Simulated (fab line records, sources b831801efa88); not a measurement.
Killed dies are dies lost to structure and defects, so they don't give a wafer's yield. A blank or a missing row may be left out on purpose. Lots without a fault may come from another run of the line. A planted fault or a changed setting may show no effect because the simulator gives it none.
One fault seen from 2 desks | flow sky130 | each desk has only its own numbers; what lay behind them comes last

THE TOOL OWNER'S DESK: plasma_asher-01
The tool's own readings at SKY_NWELL_STRIP_25 (strips in O2/N2): means of the sampled wafers that have a number, for each lot that ran on this tool. A lot is out of limits, marked OUT, if its mean lies more than 4 standard deviations from the usual mean; the brackets give that distance.
Columns: A = drypump_motor_current_A at SKY_NWELL_STRIP_25, usual 5.8 A; B = o2_flow_sccm at SKY_NWELL_STRIP_25, usual 3000 sccm; C = oes_product_au at SKY_NWELL_STRIP_25, usual 0.722 a.u.; D = strip_time_to_endpoint_s at SKY_NWELL_STRIP_25, usual 36.94 s
lot  | first seen here | A   | B    | C               | D
L861 | day 5 12:47     | 5.8 | 2998 | 0.722           | 36.84
L863 | day 6 01:12     | 5.8 | 3002 | 0.723           | 36.88
L864 | day 6 04:57     | 5.4 | 3008 | 0.723           | 37.04
L871 | day 8 01:11     | 5.8 | 2995 | 0.721           | 36.88
L873 | day 8 12:29     | 5.4 | 2993 | 0.722           | 36.98
L879 | day 10 05:08    | 5.3 | 2986 | 0.923 (+49) OUT | -
This desk's finding: out of limits on L879; first on L879, day 10 05:08 (oes_product_au at SKY_NWELL_STRIP_25). In limits: L861, L863, L864, L871, L873.

THE METROLOGY DESK
What the gauges read, lot by lot, whatever tool the lot ran on: means of the sampled wafers that have a number. A lot is out of limits, marked OUT, if its mean lies more than 4 standard deviations from the usual mean; the brackets give that distance.
Columns: A = VT_ADJUST_HVTP_TW at SKY_VT_ADJUST_HVTP_TW_MEAS_11, usual 1355
lot  | first seen here | A
L860 | day 5 23:57     | 1378
L861 | day 6 08:06     | 1373
L863 | day 6 20:42     | 1375
L864 | day 7 00:18     | 1359
L867 | day 7 18:50     | 1330
L869 | day 8 08:44     | 1373
L871 | day 8 22:04     | 1337
L872 | day 9 03:23     | 1363
L873 | day 9 08:34     | 1340
L876 | day 10 05:04    | 1337
L877 | day 10 11:48    | 1335
L879 | day 11 05:31    | 30 (-78) OUT
L883 | day 12 21:12    | 1366
This desk's finding: out of limits on L879; first on L879, day 11 05:31 (VT_ADJUST_HVTP_TW at SKY_VT_ADJUST_HVTP_TW_MEAS_11). In limits: L860, L861, L863, L864, L867, L869, L871, L872, L873, L876, L877, L883.

PUT TOGETHER
The tool owner's desk could have raised an alarm at day 10 05:08, on L879.
The metrology desk could have raised an alarm at day 11 05:31, on L879.
Of the lots named, all ran SKY_NWELL_STRIP_25 on plasma_asher-01.

WHAT THE SIMULATOR HAD PUT IN
Strip aborted: plasma_asher-01, from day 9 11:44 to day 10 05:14, at SKY_NWELL_STRIP_25. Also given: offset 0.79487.
Lots struck among those shown: L879.
Hours from the fault's start to each desk's first reading out of limits: the tool owner's desk, 17; the metrology desk, 42.
